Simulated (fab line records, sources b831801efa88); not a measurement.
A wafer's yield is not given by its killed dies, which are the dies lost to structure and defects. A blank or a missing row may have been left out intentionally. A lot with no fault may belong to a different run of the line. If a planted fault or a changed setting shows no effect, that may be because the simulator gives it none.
2 desks looking at one fault    flow sky130    what lay behind the numbers comes last; until then each desk has only its own

## FOR THE TOOL OWNER'S DESK: lithoTrack-01
The tool's own readings at SKY_VIA1_HMDS_05 (prime time 60 s): means of the sampled wafers that have a number, for each lot that ran on this tool. A lot is out of limits, marked OUT, if its mean lies more than 4 standard deviations from the usual mean; the brackets give that distance.
Columns: A = primeTempC at SKY_VIA1_HMDS_05, usual 119.99 C
lot   first seen here  A
L968  day 33 20:59     119.98
L971  day 34 23:48     120.06
L972  day 35 13:41     119.87
L975  day 36 23:50     115.05 (-38) OUT
L977  day 37 01:44     114.85 (-40) OUT
Finding of this desk: L975, L977 out of limits; the first was L975 at day 36 23:50, on primeTempC at SKY_VIA1_HMDS_05. Within limits: L968, L971, L972.

## FROM THE METROLOGY DESK
What the gauges read, lot by lot, whatever tool the lot ran on: means of the sampled wafers that have a number. A lot is out of limits, marked OUT, if its mean lies more than 4 standard deviations from the usual mean; the brackets give that distance.
Columns: A = CONTACT_W_THK at SKY_CONTACT_THK_MEAS_26, usual 337 nm; B = METAL1_ALCU_RS at SKY_METAL1_RS_MEAS_05, usual 0.1261 ohm/sq
lot   first seen here  A    B
L967  day 31 16:43     336  0.1266
L968  day 32 03:03     336  0.1265
L970  day 32 19:04     329  0.1249
L971  day 33 06:41     344  0.1259
L972  day 33 21:00     335  0.1248
L975  day 35 06:50     342  0.1261
L977  day 35 08:40     343  0.1251
L982  day 37 03:20     334  0.1253
L984  day 37 05:38     344  0.1282
L986  day 37 23:11     336  0.1270
L987  day 38 03:45     335  0.1271
L989  day 38 20:40     339  0.1257
Finding of this desk: none of the 12 lots has anything out of limits.

## ALL TOGETHER
At day 36 23:50, on L975, L977, the tool owner's desk was in a position to raise an alarm.
The metrology desk saw nothing out of limits.
The metrology desk holds a record of L975, L977, inside its limits.
On lithoTrack-01, each named lot ran SKY_VIA1_HMDS_05.

## WHAT HAD BEEN PUT IN BY THE SIMULATOR
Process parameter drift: lithoTrack-01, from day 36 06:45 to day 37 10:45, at SKY_VIA1_HMDS_05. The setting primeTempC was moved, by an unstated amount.
Lots struck among those shown: L975, L977.
Time in hours from fault onset to the first out-of-limits reading at each desk: the tool owner's desk, 17.
